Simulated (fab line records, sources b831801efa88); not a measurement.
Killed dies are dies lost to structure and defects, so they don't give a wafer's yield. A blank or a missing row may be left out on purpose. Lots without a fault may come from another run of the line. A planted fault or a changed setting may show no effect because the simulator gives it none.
One fault seen from 2 desks | flow gf180mcu | each desk has only its own numbers; what lay behind them comes last

THE METROLOGY DESK
What the gauges read, lot by lot, whatever tool the lot ran on: means of the sampled wafers that have a number. A lot is out of limits, marked OUT, if its mean lies more than 4 standard deviations from the usual mean; the brackets give that distance. Of its 11 readings 7 are shown: those that lie furthest out on some lot.
Columns: A = CONTACT_W_RS at GF_CONTACT_RS_MEAS_25, usual 0.379 ohm/sq; B = CONTACT_W_THK at GF_CONTACT_THK_MEAS_26, usual 297 nm; C = M1_ALCU_RS at GF_M1_RS_MEAS_05, usual 0.0695 ohm/sq; D = cd_nm at GF_M1_CD_MEAS_14, usual 229.6 nm; E = M1_OVL at GF_M1_OVL_MEAS_15, usual -4 nm; F = V1_CVD_00_THK at GF_V1_THK_MEAS_01, usual 601 nm; G = V1_BOW at GF_V1_BOW_MEAS_05, usual 82 um
lot  | first seen here | A     | B   | C      | D     | E   | F   | G
L747 | day 19 02:53    | 0.374 | 306 | 0.0695 | 229.6 | -14 | 599 | 92
L750 | day 20 08:53    | 0.376 | 297 | 0.0700 | 227.6 | 4   | 609 | 85
L753 | day 21 06:10    | 0.386 | 296 | 0.0695 | 229.9 | 0   | 602 | 82
L761 | day 24 03:11    | 0.383 | 289 | 0.0688 | 229.0 | -2  | 604 | 77
L762 | day 24 09:33    | 0.379 | 293 | 0.0706 | 229.7 | 2   | 603 | 82
This desk's finding: nothing out of limits on any of the 5 lots.

THE TOOL OWNER'S DESK: pvd_sputter-03
The tool's own readings at GF_M1_SPUTTER_01 (material TiN, target thk 30 nm, time 25 s): means of the sampled wafers that have a number, for each lot that ran on this tool. A lot is out of limits, marked OUT, if its mean lies more than 4 standard deviations from the usual mean; the brackets give that distance.
Columns: A = cathode_dc_power_W at GF_M1_SPUTTER_01, usual 6499.9 W; B = chamber_pressure_pa at GF_M1_SPUTTER_01, usual 0.3999 Pa; C = throttle_valve_pct at GF_M1_SPUTTER_01, usual 29.6 %
lot  | first seen here | A      | B      | C
L750 | day 20 09:28    | 6500.3 | 0.3997 | 29.7
L753 | day 21 06:43    | 6500.2 | 0.3996 | 30.6
This desk's finding: nothing out of limits on any of the 2 lots.

PUT TOGETHER
The metrology desk saw nothing out of limits.
The tool owner's desk saw nothing out of limits.

WHAT THE SIMULATOR HAD PUT IN
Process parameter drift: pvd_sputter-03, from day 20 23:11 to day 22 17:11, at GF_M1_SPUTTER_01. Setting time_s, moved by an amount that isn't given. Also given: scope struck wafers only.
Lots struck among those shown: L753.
